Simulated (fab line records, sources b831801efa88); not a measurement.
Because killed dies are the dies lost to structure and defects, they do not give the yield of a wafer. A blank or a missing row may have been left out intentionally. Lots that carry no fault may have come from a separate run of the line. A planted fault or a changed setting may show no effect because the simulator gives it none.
A struck lot beside a sound one    flow gf180mcu    43 steps out of a route of 602
Sound: the wafers L285.1, L285.2, L285.5. Struck: wafers L298.4, L298.6. (L298.2 of the same lot was not struck and is left out.) The cause comes at the end.
Order at every step that has rows: each side's tool, ch and its chambers, its first start. Under that, the readings that differ: sound wafers    struck wafers    difference of the means    sigmas: that difference in standard deviations of wafers without a fault.
alike: same words and numbers on both sides, and readings whose means sit less than 2 such deviations apart. not compared: any withheld reading, any reading some wafer has no value for, any bound like >300 that may hide the same value, and any number with overlapping values for which the record gives no deviation.
The two part at a step that has a row with sigmas, a row that says differs or no value, or rows on one side only. Numbers that have no deviation but don't overlap get no sigmas and don't part them. Lack of a reading on every wafer of one side parts them only where that side has two or more wafers.

first, 8 steps without rows for these wafers: GF_V2_DEHYDRATE_06 (time 60 s); GF_V2_HMDS_07 (prime time 60 s); GF_V2_COAT_08; GF_V2_COAT_09 (resist thk 1000 nm); GF_V2_SOFTBAKE_10 (time 60 s); GF_V2_EXPOSE_11 (exposes mask Via2, target cd 260 nm); GF_V2_PEB_12 (peb time 90 s); GF_V2_DEVELOP_13 (develop time 60 s).
GF_V2_CD_MEAS_14: the cd target is 260 nm.
  sound: cdSem-02 at day 20 21:56; struck: cdSem-01 at day 25 15:43
  alike: cdNm
GF_V2_OVL_MEAS_15:
  sound: overlay-02 at day 20 22:04; struck: overlay-02 at day 25 15:49
  alike: V2_OVL
GF_V2_ETCH_16: etches BARC in N2/H2.
  sound on rieDiel-01 ch 1,3, day 20 22:06; struck on rieDiel-02 ch 1,3, day 25 15:51
  alike: drypumpMotorCurrentA, oesProductAu, throttleValvePct
then, 1 step without rows for these wafers: GF_V2_ETCH_17 (etches SiO2 in C4F8/O2/Ar, stops on TiN, target depth 630 nm).
GF_V2_STRIP_18: strips in O2/N2.
  sound on plasmaAsher-03 ch 0,1, day 20 22:14; struck on plasmaAsher-03 ch 0, day 25 15:59
  alike: drypumpMotorCurrentA, heaterPowerW, oesProductAu
  not compared: rfHoursCounterH
then, 5 steps without rows for these wafers: GF_V2_STRIP_19 (strips in post etch residue remover, time 1200 s); GF_V2_CLEAN_20 (cleans in DIW); GF_V2_SPUTTER_21 (material Ti, target thk 15 nm, time 80.02 s); GF_V2_SPUTTER_22 (material TiN, target thk 10 nm, time 40 s); GF_V2_CVD_23 (deposits W, target thk 350 nm, time 104.94 s).
GF_V2_RS_MEAS_24: measurement is done with a four-point probe.
  sound: filmMetro-04 at day 20 23:19; struck: filmMetro-04 at day 25 16:45
  alike: V2_W_RS
GF_V2_THK_MEAS_25: measures by xrf.
  sound: filmMetro-04 at day 20 23:26; struck: filmMetro-04 at day 25 16:52
  alike: V2_W_THK
then, 1 step without rows for these wafers: GF_V2_CMP_26 (polishes, stops on SiO2, t overpolish 15 s, target thk 0 nm).
GF_M3_SPUTTER_00: material Ti, target thk 37.5 nm, time 150 s.
  sound: pvdSputter-01 at day 20 23:48; struck: pvdSputter-02 at day 25 17:13
reading              sound                 struck         difference  sigmas
cathodeDcPowerW (W)  3999.7 3999.2 3998.8  4001.8 4000.1  +1.7        +3
  alike: throttleValvePct
GF_M3_SPUTTER_01: material TiN, target thk 30 nm, time 25 s.
  sound: pvdSputter-01 at day 20 23:54; struck: pvdSputter-02 at day 25 17:19
  alike: cathodeDcPowerW, throttleValvePct
GF_M3_SPUTTER_02: material AlCu, target thk 450 nm, time 23.9 s.
  sound: pvdSputter-01 at day 20 23:56; struck: pvdSputter-02 at day 25 17:20
  alike: cathodeDcPowerW, throttleValvePct
then, 2 steps without rows for these wafers: GF_M3_SPUTTER_03 (material Ti, target thk 10 nm, time 6.7 s); GF_M3_SPUTTER_04 (material TiN, target thk 50 nm, time 41.7 s).
GF_M3_RS_MEAS_05: measurement is done with a four-point probe.
  sound: filmMetro-01 at day 21 00:01; struck: filmMetro-02 at day 25 17:27
  alike: M3_ALCU_RS
GF_M3_THK_MEAS_06: measures by xrf.
  sound: filmMetro-01 at day 21 00:08; struck: filmMetro-02 at day 25 17:34
  alike: M3_ALCU_THK
then, 7 steps without rows for these wafers: GF_M3_DEHYDRATE_07 (time 60 s); GF_M3_HMDS_08 (prime time 60 s); GF_M3_COAT_09 (resist thk 1000 nm); GF_M3_SOFTBAKE_10 (time 60 s); GF_M3_EXPOSE_11 (exposes mask Metal3, target cd 280 nm); GF_M3_PEB_12 (peb time 90 s); GF_M3_DEVELOP_13 (develop time 60 s).
GF_M3_CD_MEAS_14: the cd target is 280 nm.
  sound: cdSem-02 at day 21 23:34; struck: cdSem-02 at day 26 14:14
  alike: cdNm
GF_M3_OVL_MEAS_15:
  sound: overlay-02 at day 21 23:41; struck: overlay-02 at day 26 14:21
  alike: M3_OVL
then, 1 step without rows for these wafers: GF_M3_METAL_ETCH_16 (etches the open film in Cl2/BCl3, stops on SiO2, target depth 627.5 nm, time 104.6 s).
GF_M3_STRIP_17: strips in O2/N2.
  sound on plasmaAsher-03 ch 0,1, day 21 23:50; struck on plasmaAsher-03 ch 1, day 26 14:29
  alike: drypumpMotorCurrentA, heaterPowerW, oesProductAu, stripTimeToEndpointS
  not compared: rfHoursCounterH
then, 3 steps without rows for these wafers: GF_M3_STRIP_18 (strips in post etch residue remover, time 1200 s); GF_M3_CLEAN_19 (cleans in DIW); GF_V3_CVD_00 (deposits SiO2, target thk 600 nm, time 100 s).
-- the record jumps here: 7 days lie between the struck wafers' starts before and after (it left off in module V3 and takes up again in module PASSIVATION, whose first step shown is number 602 of the route) --
GF_PASSIVATION_PROBE_99:
  only the struck wafers here have rows in the record (prober-01, day 33 07:02); the sound ones have none

## WHERE THEY PART
Earliest at GF_M3_SPUTTER_00; latest, in this record, at GF_PASSIVATION_PROBE_99.

WHY: the cause the simulator had injected
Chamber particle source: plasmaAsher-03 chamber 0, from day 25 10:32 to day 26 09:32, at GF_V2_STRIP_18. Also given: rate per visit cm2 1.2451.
